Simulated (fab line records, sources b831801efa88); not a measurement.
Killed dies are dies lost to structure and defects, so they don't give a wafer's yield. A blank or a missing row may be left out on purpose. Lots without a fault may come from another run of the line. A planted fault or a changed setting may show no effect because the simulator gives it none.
Which tool did it? | flow sky130 | 13 lots, 39 wafers sampled, at 3 steps of a route of 708

WHAT THE GAUGES READ, wafer by wafer
SKY_NWELL_TW_MEAS_26.
lot  | measured     | on            | NWELL_2_TW
L168 | day 5 11:23  | film_metro-03 | 497 492 490
L169 | day 5 17:08  | film_metro-01 | 498 497 497
L170 | day 5 19:20  | film_metro-04 | 498 495 495
L172 | day 6 05:41  | film_metro-01 | 494 496 494
L177 | day 7 15:02  | film_metro-01 | 491 489 490
L178 | day 7 22:12  | film_metro-03 | 494 497 498
L179 | day 7 22:15  | film_metro-01 | 490 494 492
L183 | day 9 04:40  | film_metro-03 | 499 496 496
L186 | day 10 00:50 | film_metro-03 | 492 493 493
L187 | day 10 06:24 | film_metro-04 | 488 491 490
L188 | day 10 12:38 | film_metro-03 | 493 491 492
L190 | day 10 21:50 | film_metro-04 | 488 486 487
L191 | day 11 02:29 | film_metro-04 | 489 489 489

SKY_VIA1_THK_MEAS_23: measures by xrf.
lot  | measured     | on            | VIA1_W_THK (nm)
L168 | day 34 06:17 | film_metro-03 | 278 269 274
L169 | day 34 10:37 | film_metro-03 | 280 280 278
L170 | day 34 20:28 | film_metro-04 | 276 278 275
L172 | day 35 05:35 | film_metro-02 | 273 273 270
L177 | day 36 21:47 | film_metro-04 | 278 279 280
L178 | day 37 16:38 | film_metro-04 | 273 272 275
L179 | day 37 16:50 | film_metro-02 | 279 280 278
L183 | day 39 03:05 | film_metro-02 | 277 280 278
L186 | day 40 01:49 | film_metro-02 | 273 270 274
L187 | day 40 09:58 | film_metro-03 | 280 282 283
L188 | day 40 19:23 | film_metro-03 | 282 280 279
L190 | day 41 09:32 | film_metro-03 | 269 269 269
L191 | day 41 05:55 | film_metro-02 | 283 277 278

WHICH TOOL RAN EACH LOT (tool, then ch and the chambers of the sampled wafers, then the start)
lot  | SKY_LDD_LDN_DEVELOP_06
L168 | litho_track-02 ch 0, day 22 21:29
L169 | litho_track-01 ch 0, day 23 08:06
L170 | litho_track-01 ch 0, day 23 15:39
L172 | litho_track-02 ch 0, day 24 06:20
L177 | litho_track-01 ch 0, day 26 03:03
L178 | litho_track-02 ch 0, day 26 19:25
L179 | litho_track-02 ch 0, day 26 21:55
L183 | litho_track-04 ch 0, day 28 13:35
L186 | litho_track-02 ch 0, day 29 12:53
L187 | litho_track-01 ch 0, day 29 22:16
L188 | litho_track-01 ch 0, day 30 10:00
L190 | litho_track-04 ch 0, day 31 02:08
L191 | litho_track-01 ch 0, day 30 22:45
- SKY_LDD_LDN_DEVELOP_06: develop time 60 s.

WHAT THE TOOLS THEMSELVES READ (means of the sampled wafers that have a number; where no wafer has one, the mark that the record gives instead)
SKY_LDD_LDN_DEVELOP_06.
lot  | tool           | developer_temp_C (C)
L168 | litho_track-02 | 23.08
L169 | litho_track-01 | 23.05
L170 | litho_track-01 | 23.04
L172 | litho_track-02 | 23.05
L177 | litho_track-01 | 22.95
L178 | litho_track-02 | 23.92
L179 | litho_track-02 | 23.96
L183 | litho_track-04 | 23.18
L186 | litho_track-02 | 22.96
L187 | litho_track-01 | 22.94
L188 | litho_track-01 | 23.06
L190 | litho_track-04 | 23.06
L191 | litho_track-01 | 22.98

THE ANSWER, worked out from the rows above alone
Rule: what is usual is taken from the lots themselves. Put in order of their means at a reading, lots are off if they are a third of the lots or fewer, leave a main group of 4 or more, and stand apart from it by a gap of 3 or more times the standard deviation of the main group's means; of several such gaps the widest counts. A main group whose means are all the same, to the digits that the tables above print for the reading, isn't used. A lot without any number at a reading at which 4 lots or more have one is off too. The other lots that the step has rows for count as sound. The gauges are gone through in route order, then the tools' own readings, and for those a lot's mean is taken as printed above. The first step at which some lot is off is used, and at that step the reading that is off furthest; a lot without a number counts as furthest.
Off: L178, L179, at SKY_LDD_LDN_DEVELOP_06 (developer_temp_C). The main group: mean 23.03 C, standard deviation 0.067.
A tool fits if, at that step or a process step before it, it ran every lot that is off, and no sound lot after the first of them. None of those tried fits.

WHAT THE SIMULATOR HAD PUT IN
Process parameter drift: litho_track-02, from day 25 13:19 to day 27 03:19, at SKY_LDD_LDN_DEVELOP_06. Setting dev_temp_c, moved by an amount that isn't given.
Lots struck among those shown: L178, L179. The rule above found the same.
